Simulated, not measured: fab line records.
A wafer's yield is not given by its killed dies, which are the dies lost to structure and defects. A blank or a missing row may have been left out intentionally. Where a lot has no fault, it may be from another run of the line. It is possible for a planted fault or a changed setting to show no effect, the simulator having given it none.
Which tool is to blame? ; flow gf180mcu ; 13 lots with 39 wafers sampled at 4 steps, on a route of 602 steps

## WHAT THE GAUGES SHOWED, per wafer
GF_MIM_THK_MEAS_06.
lot;measured;on;MIM_CVD_05_THK (nm)
L751;day 24 16:24;film_metro-02;41.5 41.5 41.7
L754;day 26 00:14;film_metro-04;41.1 41.4 41.5
L756;day 26 20:53;film_metro-02;41.1 41.1 41.4
L757;day 27 02:42;film_metro-03;41.0 41.4 41.6
L758;day 27 17:35;film_metro-03;41.7 41.2 41.4
L760;day 28 00:23;film_metro-03;41.3 41.4 42.7
L761;day 28 03:59;film_metro-04;41.6 41.2 42.2
L762;day 28 10:17;film_metro-04;40.9 41.8 41.8
L763;day 28 19:13;film_metro-04;45.0 41.6 42.5
L764;day 29 03:46;film_metro-04;41.3 40.6 41.9
L766;day 29 15:01;film_metro-02;45.1 41.3 46.3
L769;day 30 11:10;film_metro-02;41.6 41.5 42.3
L772;day 31 08:42;film_metro-04;41.8 42.7 41.5

## WHAT TOOL EACH LOT RAN ON (gives the tool, then ch and the chambers of the sampled wafers, and finally the start)
lot;GF_MIM_SPUTTER_01;GF_MIM_SPUTTER_03;GF_MIM_CVD_05
L751;pvd_sputter-02, day 24 16:14;pvd_sputter-02, day 24 16:17;pecvd-02 ch 1,2, day 24 16:21
L754;pvd_sputter-01, day 26 00:02;pvd_sputter-01, day 26 00:05;pecvd-01 ch 0,1,2, day 26 00:09
L756;pvd_sputter-01, day 26 20:43;pvd_sputter-01, day 26 20:46;pecvd-03 ch 1,2, day 26 20:50
L757;pvd_sputter-01, day 27 02:32;pvd_sputter-01, day 27 02:35;pecvd-02 ch 0,1,2, day 27 02:39
L758;pvd_sputter-03, day 27 17:24;pvd_sputter-03, day 27 17:28;pecvd-03 ch 0,1,2, day 27 17:31
L760;pvd_sputter-03, day 28 00:14;pvd_sputter-03, day 28 00:17;pecvd-03 ch 0,1,2, day 28 00:21
L761;pvd_sputter-03, day 28 03:50;pvd_sputter-03, day 28 03:53;pecvd-01 ch 0,1, day 28 03:57
L762;pvd_sputter-02, day 28 10:07;pvd_sputter-02, day 28 10:10;pecvd-01 ch 1,2, day 28 10:14
L763;pvd_sputter-01, day 28 19:03;pvd_sputter-01, day 28 19:07;pecvd-03 ch 1,2, day 28 19:10
L764;pvd_sputter-01, day 29 03:36;pvd_sputter-01, day 29 03:40;pecvd-02 ch 0,1,2, day 29 03:43
L766;pvd_sputter-02, day 29 14:52;pvd_sputter-02, day 29 14:55;pecvd-03 ch 1,2, day 29 14:59
L769;pvd_sputter-01, day 30 11:01;pvd_sputter-01, day 30 11:04;pecvd-01 ch 0,1,2, day 30 11:08
L772;pvd_sputter-02, day 31 08:32;pvd_sputter-02, day 31 08:36;pecvd-01 ch 0,1, day 31 08:40
- GF_MIM_SPUTTER_01: material TiN, target thk 30 nm, time 25 s.
- GF_MIM_SPUTTER_03: material Ti, target thk 10 nm, time 6.7 s.
- GF_MIM_CVD_05: deposits Si3N4, target thk 42 nm, time 29.086 s.

## WHAT THE TOOLS THEMSELVES READ (means of the sampled wafers that have a number; where no wafer has one, the mark that the record gives instead)
GF_MIM_SPUTTER_01.
lot;tool;throttle_valve_pct (%)
L751;pvd_sputter-02;30.4
L754;pvd_sputter-01;30.2
L756;pvd_sputter-01;30.7
L757;pvd_sputter-01;30.3
L758;pvd_sputter-03;30.0
L760;pvd_sputter-03;29.9
L761;pvd_sputter-03;29.8
L762;pvd_sputter-02;30.7
L763;pvd_sputter-01;30.5
L764;pvd_sputter-01;31.5
L766;pvd_sputter-02;28.9
L769;pvd_sputter-01;29.6
L772;pvd_sputter-02;31.1

GF_MIM_SPUTTER_03.
lot;tool;throttle_valve_pct (%)
L751;pvd_sputter-02;30.4
L754;pvd_sputter-01;30.2
L756;pvd_sputter-01;30.5
L757;pvd_sputter-01;30.0
L758;pvd_sputter-03;30.2
L760;pvd_sputter-03;30.0
L761;pvd_sputter-03;29.6
L762;pvd_sputter-02;30.7
L763;pvd_sputter-01;30.5
L764;pvd_sputter-01;31.5
L766;pvd_sputter-02;28.9
L769;pvd_sputter-01;29.6
L772;pvd_sputter-02;31.1

GF_MIM_CVD_05.
lot;tool;heater_power_w (W)
L751;pecvd-02;930
L754;pecvd-01;662
L756;pecvd-03;674
L757;pecvd-02;773
L758;pecvd-03;680
L760;pecvd-03;628
L761;pecvd-01;624
L762;pecvd-01;609
L763;pecvd-03;656
L764;pecvd-02;758
L766;pecvd-03;738
L769;pecvd-01;653
L772;pecvd-01;672

## THE ANSWER, worked out from the rows above alone
Rule: the lots themselves supply what counts as usual. The widest of any qualifying gaps counts: lots, ordered by their means at a reading, are off when they make up no more than a third of the lots, leave a main group of 4 or more, and stand apart from it by 3 or more times the standard deviation of that group's means. Not used: any main group whose means are identical at the precision the tables above print for the reading. Also off: a lot with no number at a reading for which 4 or more lots have one. Any other lot the step has rows for is counted as sound. After the gauges, taken in route order, come the tools' own readings; for these a lot's mean is taken, as printed above. The first step at which some lot is off is used, and at that step the reading that is off furthest; a lot without a number counts as furthest.
Off: L763, L766, seen at GF_MIM_THK_MEAS_06 (MIM_CVD_05_THK). For the main group the mean is 41.5 nm and the standard deviation 0.24.
If a tool, at a process step before that reading, ran all the lots that are off and no sound lot after the first of them, it fits. The gauges at GF_MIM_THK_MEAS_06 are tried like those tools. One candidate fits, namely pecvd-03 at GF_MIM_CVD_05. Its last sound lot is L760 (day 28 00:21), its first lot that is off L763 (day 28 19:10): a fault that began between those two fits.

## WHAT THE SIMULATOR HAD INSERTED
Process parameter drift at GF_MIM_CVD_05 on pecvd-03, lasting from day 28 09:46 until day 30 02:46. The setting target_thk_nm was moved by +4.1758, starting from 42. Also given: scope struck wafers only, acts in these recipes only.
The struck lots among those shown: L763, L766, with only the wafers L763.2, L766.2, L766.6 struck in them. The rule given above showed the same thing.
